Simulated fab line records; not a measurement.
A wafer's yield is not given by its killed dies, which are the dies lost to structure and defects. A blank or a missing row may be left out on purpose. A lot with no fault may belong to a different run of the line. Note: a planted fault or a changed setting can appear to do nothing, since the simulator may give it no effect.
Which tool is to blame?    flow gf180mcu    14 lots, 42 wafers sampled, at 4 steps of a route of 602

== WHAT THE GAUGES READ, wafer by wafer ==
GF_V5_THK_MEAS_03. Usual: V5_CVD_02_THK typically reads 1448 nm, with standard deviation 17.
lot   measured      on             V5_CVD_02_THK (nm)  flag
L238  day 26 06:19  film metro-02  1427 1445 1446      
L239  day 26 17:19  film metro-02  1431 1451 1450      
L241  day 27 09:04  film metro-01  1423 1439 1430      
L242  day 27 19:14  film metro-01  1432 1461 1455      
L244  day 28 05:23  film metro-02  1408 1464 1449      
L245  day 28 11:11  film metro-01  1414 1447 1469      
L246  day 29 04:19  film metro-03  1439 1436 1457      
L247  day 29 06:41  film metro-01  1435 1469 1470      
L251  day 30 11:11  film metro-02  1458 1436 1459      
L252  day 30 16:19  film metro-02  1439 1452 1466      
L256  day 31 15:11  film metro-02  1416 1448 1422      
L257  day 32 01:39  film metro-03  1456 1455 1481      
L258  day 32 05:26  film metro-01  1429 1428 1426      
L259  day 32 10:44  film metro-02  1461 1479 1459      

GF_V5_RS_MEAS_24: measurement is done with a four-point probe. Usual: V5_W_RS typically reads 0.324 ohm/sq, with standard deviation 0.0076.
lot   measured      on             V5_W_RS (ohm/sq)   flag
L238  day 27 03:58  film metro-03  0.313 0.324 0.312  
L239  day 27 14:41  film metro-01  0.316 0.313 0.330  
L241  day 28 06:16  film metro-03  0.332 0.320 0.336  
L242  day 28 16:17  film metro-03  0.324 0.329 0.330  
L244  day 29 02:00  film metro-03  0.332 0.319 0.330  
L245  day 29 08:08  film metro-02  0.312 0.330 0.314  
L246  day 30 00:29  film metro-02  0.328 0.312 0.315  
L247  day 30 02:59  film metro-03  0.328 0.312 0.327  
L251  day 31 06:23  film metro-03  0.321 0.337 0.321  
L252  day 31 11:34  film metro-02  0.324 0.337 0.338  
L256  day 32 09:28  film metro-03  0.323 0.318 0.335  
L257  day 32 20:13  film metro-03  0.313 0.311 0.313  
L258  day 32 23:49  film metro-03  0.318 0.329 0.317  
L259  day 33 04:22  film metro-03  0.335 0.325 0.322  

GF_PASSIVATION_THK_MEAS_03. Usual: PASSIVATION_CVD_02_THK typically reads 701 nm, with standard deviation 8.3.
lot   measured      on             PASSIVATION_CVD_02_THK (nm)  flag
L238  day 28 01:48  film metro-04  696 699 706                  
L239  day 28 13:02  film metro-02  698 703 693                  
L241  day 29 02:52  film metro-01  693 693 694                  
L242  day 29 13:16  film metro-02  702 688 707                  
L244  day 29 22:20  film metro-01  706 707 710                  
L245  day 30 04:26  film metro-04  702 709 704                  
L246  day 30 20:31  film metro-04  698 701 715                  
L247  day 30 23:05  film metro-01  704 705 703                  
L251  day 32 01:55  film metro-01  702 706 707                  
L252  day 32 07:24  film metro-02  688 695 708                  
L256  day 33 03:44  film metro-02  698 706 710                  
L257  day 33 13:23  film metro-04  694 698 709                  
L258  day 33 17:07  film metro-01  695 696 700                  
L259  day 33 21:30  film metro-04  699 717 704                  

== EACH LOT AND THE TOOL THAT RAN IT (in order: tool; ch and the chambers of the sampled wafers; start) ==
lot   GF_V4_CVD_23
L238  cvd w-01 ch 0,1, day 24 09:32
L239  cvd w-01 ch 0,1, day 24 21:09
L241  cvd w-01 ch 0,1, day 25 13:17
L242  cvd w-02 ch 0,1, day 25 23:14
L244  cvd w-01 ch 0,1, day 26 10:07
L245  cvd w-01 ch 0,1, day 26 17:20
L246  cvd w-02 ch 0,1, day 27 11:04
L247  cvd w-01 ch 0,1, day 27 13:35
L251  cvd w-01 ch 0,1, day 28 18:10
L252  cvd w-02 ch 0,1, day 29 00:35
L256  cvd w-01 ch 0,1, day 30 01:58
L257  cvd w-01 ch 0,1, day 30 11:27
L258  cvd w-02 ch 0,1, day 30 17:01
L259  cvd w-02 ch 0,1, day 30 21:50
- GF_V4_CVD_23: deposits W, target thk 350 nm, time 104.9 s.

== WHAT THE TOOLS THEMSELVES READ (means of the sampled wafers that have a number; where no wafer has one, the mark that the record gives instead) ==
GF_V4_CVD_23. Usual: heater power w 854 W, standard deviation 170; susceptor temp C 400.03 C, standard deviation 0.21.
lot   tool      heater power w (W)  susceptor temp C (C)  flag
L238  cvd w-01  723                 399.89                
L239  cvd w-01  714                 399.93                
L241  cvd w-01  746                 400.02                
L242  cvd w-02  880                 399.88                
L244  cvd w-01  756                 400.10                
L245  cvd w-01  714                 400.04                
L246  cvd w-02  989                 400.17                
L247  cvd w-01  765                 400.04                
L251  cvd w-01  769                 399.84                
L252  cvd w-02  870                 399.96                
L256  cvd w-01  726                 399.92                
L257  cvd w-01  719                 399.86                
L258  cvd w-02  1001                400.14                
L259  cvd w-02  892                 399.88                

== THE ANSWER, worked out from the rows above alone ==
Rule: lot off if the mean of its wafers having a number is beyond 3 standard deviations from the usual mean. A lot without any number at a reading at which 4 lots or more have one is off too. The other lots that the step has rows for count as sound. First the gauges in route order, then the tools' own readings, where a lot's mean is used as printed above. At the first step where some lot is off, the reading lying furthest off is the one used; lots without a number count as furthest.
Nothing can be told from this: no lot is off at any reading shown.

== WHAT THE SIMULATOR HAD INSERTED ==
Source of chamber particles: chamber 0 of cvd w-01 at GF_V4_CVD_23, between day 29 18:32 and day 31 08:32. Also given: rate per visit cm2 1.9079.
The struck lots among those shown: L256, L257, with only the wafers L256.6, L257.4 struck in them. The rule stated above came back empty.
